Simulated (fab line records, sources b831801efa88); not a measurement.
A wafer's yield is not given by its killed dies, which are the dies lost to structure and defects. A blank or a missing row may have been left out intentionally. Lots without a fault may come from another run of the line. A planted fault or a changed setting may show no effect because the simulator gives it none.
Which tool was responsible? | flow sky130 | route of 708 steps, sampled at 1 step: 13 lots, 37 wafers

WHAT THE GAUGES READ, wafer by wafer
SKY_FIELD_ISO_CD_MEAS_13: the cd target is 150 nm.
lot  | measured    | on        | cd_nm (nm)
L216 | day 2 07:38 | cd_sem-02 | 149.3 151.2 150.7
L218 | day 2 21:03 | cd_sem-01 | 152.0 151.2 151.9
L220 | day 3 01:00 | cd_sem-01 | 149.8 149.0 147.3
L221 | day 3 06:35 | cd_sem-02 | 152.7 154.8 154.3
L223 | day 3 15:55 | cd_sem-01 | 152.4 151.5 151.0
L224 | day 3 23:24 | cd_sem-01 | 151.8 150.7 151.3
L225 | day 4 03:17 | cd_sem-02 | 149.2 149.4 150.0
L226 | day 4 10:41 | cd_sem-01 | 150.0 150.3 150.2
L227 | day 4 16:50 | cd_sem-02 | 148.9 150.3 150.8
L230 | day 5 07:14 | cd_sem-01 | 148.6 148.3
L232 | day 5 16:49 | cd_sem-02 | 150.2 150.5
L237 | day 6 17:38 | cd_sem-02 | 150.9 150.8 151.7
L239 | day 7 04:20 | cd_sem-01 | 150.5 150.1 150.9

WHAT TOOL EACH LOT RAN ON (gives the tool, then ch and the chambers of the sampled wafers, and finally the start)
No process step before these readings appears in the record.

AS READ BY THE TOOLS THEMSELVES (means over the sampled wafers that have a number; for cases with no such wafer, the mark the record gives instead)
The record holds no such reading with a usual standard deviation.

THE ANSWER, worked out from the rows above alone
Rule: the usual values come from the lots themselves. The widest of any qualifying gaps counts: lots, ordered by their means at a reading, are off when they make up no more than a third of the lots, leave a main group of 4 or more, and stand apart from it by 3 or more times the standard deviation of that group's means. Not used: any main group whose means are identical at the precision the tables above print for the reading. Also off: a lot with no number at a reading for which 4 or more lots have one. Where the step has rows for the other lots, those lots are counted as sound. After the gauges, taken in route order, come the tools' own readings; for these a lot's mean is taken, as printed above. The first step at which some lot is off is used, and at that step the reading that is off furthest; a lot without a number counts as furthest.
None of the lots is off at any reading shown; this tells nothing.

WHAT HAD BEEN PUT IN BY THE SIMULATOR
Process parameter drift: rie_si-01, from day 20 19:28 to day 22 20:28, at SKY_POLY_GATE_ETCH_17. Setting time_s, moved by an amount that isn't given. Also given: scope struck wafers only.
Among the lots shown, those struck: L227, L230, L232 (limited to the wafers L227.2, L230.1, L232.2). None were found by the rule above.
